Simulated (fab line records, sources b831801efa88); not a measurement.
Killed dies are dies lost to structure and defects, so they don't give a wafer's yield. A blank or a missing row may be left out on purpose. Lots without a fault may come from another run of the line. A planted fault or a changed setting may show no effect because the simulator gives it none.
A struck lot beside a sound one | flow gf180mcu | 28 steps out of a route of 602
Sound: wafers L525.1, L525.2, L525.3. Struck: wafer L538.1. (L538.4, L538.6 of the same lot were not struck and are left out.) The cause comes at the end.
At each step with rows: each side's tool, then ch and its chambers, then its first start. Under that, the readings that differ: sound wafers | struck wafers | difference of the means | sigmas: that difference in standard deviations of wafers without a fault.
alike: readings whose means differ by less than 2 such deviations, and words and numbers that are the same on both sides. not compared: withheld readings, readings that some wafer has no value for, bounds like >300 that may hide the same value, and numbers for which the record gives no deviation and whose values overlap.
The two part at a step that has a row with sigmas, a row that says differs or no value, or rows on one side only. Numbers that don't overlap but have no deviation are shown without sigmas and don't part them. A reading that every wafer of one side lacks parts them only if that side has two wafers or more.

first, 8 steps without rows for these wafers: GF_M1_PEB_12 (peb time 90 s); GF_M1_DEVELOP_13 (develop time 60 s); GF_M1_METAL_ETCH_16 (etches the open film in Cl2/BCl3, stops on SiO2, target depth 750.8 nm, time 125.1 s); GF_M1_STRIP_17 (strips in O2/N2); GF_M1_STRIP_18 (strips in post etch residue remover, time 1200 s); GF_M1_CLEAN_19 (cleans in DIW); GF_V1_CVD_00 (deposits SiO2, target thk 600 nm, time 100 s); GF_V1_CVD_02 (deposits SiO2 from TEOS, target thk 850 nm, time 94.851 s).
GF_V1_CMP_04: polishes SiO2.
  sound on cmp-02 ch 0,1,2, day 18 20:50; struck on cmp-02 ch 2, day 23 08:31
  reading                             | sound           | struck | difference | sigmas
  time_to_endpoint_s (s)              | 77 76 71        | 106    | +31        | +6
  model.SiO2_of_V1_CVD_02.thk_nm (nm) | 631.3 633.6 633 | 708.3  | +75.7      |
  alike: motor_current_A
then, 9 steps without rows for these wafers: GF_V1_DEHYDRATE_06 (time 60 s); GF_V1_HMDS_07 (prime time 60 s); GF_V1_COAT_08; GF_V1_COAT_09 (resist thk 1000 nm); GF_V1_SOFTBAKE_10 (time 60 s); GF_V1_EXPOSE_11 (exposes mask Via1, target cd 260 nm); GF_V1_PEB_12 (peb time 90 s); GF_V1_DEVELOP_13 (develop time 60 s); GF_V1_ETCH_16 (etches BARC in N2/H2).
GF_V1_ETCH_17: etches SiO2 in C4F8/O2/Ar, stops on TiN, target depth 630 nm.
  sound on rie_diel-04 ch 1,2,3; struck on rie_diel-02 ch 1
  reading                        | sound             | struck | difference | sigmas
  oes_product_au (a.u.)          | 0.849 0.866 0.858 | 0.916  | +0.058     | +12
  model.V1.feature_depth_nm (nm) | 631.3 633.6 633   | 708.3  | +75.7      |
  model.etch.depth_nm (nm)       | 631.3 633.6 633   | 708.3  | +75.7      |
then, 6 steps without rows for these wafers: GF_V1_STRIP_18 (strips in O2/N2); GF_V1_STRIP_19 (strips in post etch residue remover, time 1200 s); GF_V1_CLEAN_20 (cleans in DIW); GF_V1_SPUTTER_21 (material Ti, target thk 15 nm, time 80.02 s); GF_V1_SPUTTER_22 (material TiN, target thk 10 nm, time 40 s); GF_V1_CVD_23 (deposits W, target thk 350 nm, time 105.05 s).
GF_V1_CMP_26: polishes, stops on SiO2, t overpolish 15 s, target thk 0 nm.
  sound on cmp-02 ch 0,1,2, day 19 22:45; struck on cmp-01 ch 2, day 24 08:48
  reading                             | sound             | struck | difference | sigmas
  model.SiO2_of_V1_CVD_02.thk_nm (nm) | 627.5 629.8 629.2 | 704.5  | +75.7      |
  alike: motor_current_A
then, 1 step without rows for these wafers: GF_M2_SPUTTER_00 (material Ti, target thk 37.5 nm, time 150 s).
-- the record jumps here: 9 days lie between the struck wafers' starts before and after (it left off in module M2 and takes up again in module PASSIVATION, whose first step shown is number 602 of the route) --
GF_PASSIVATION_PROBE_99:
  the record has rows for the struck wafers here (prober-01, day 33 19:51) and none for the sound ones

WHERE THEY PART
First at GF_V1_CMP_04; last, within this record, at GF_PASSIVATION_PROBE_99.

WHY: what the simulator had put in
Process parameter drift: cmp-02, from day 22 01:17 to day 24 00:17, at GF_V1_CMP_04. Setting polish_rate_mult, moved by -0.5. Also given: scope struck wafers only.
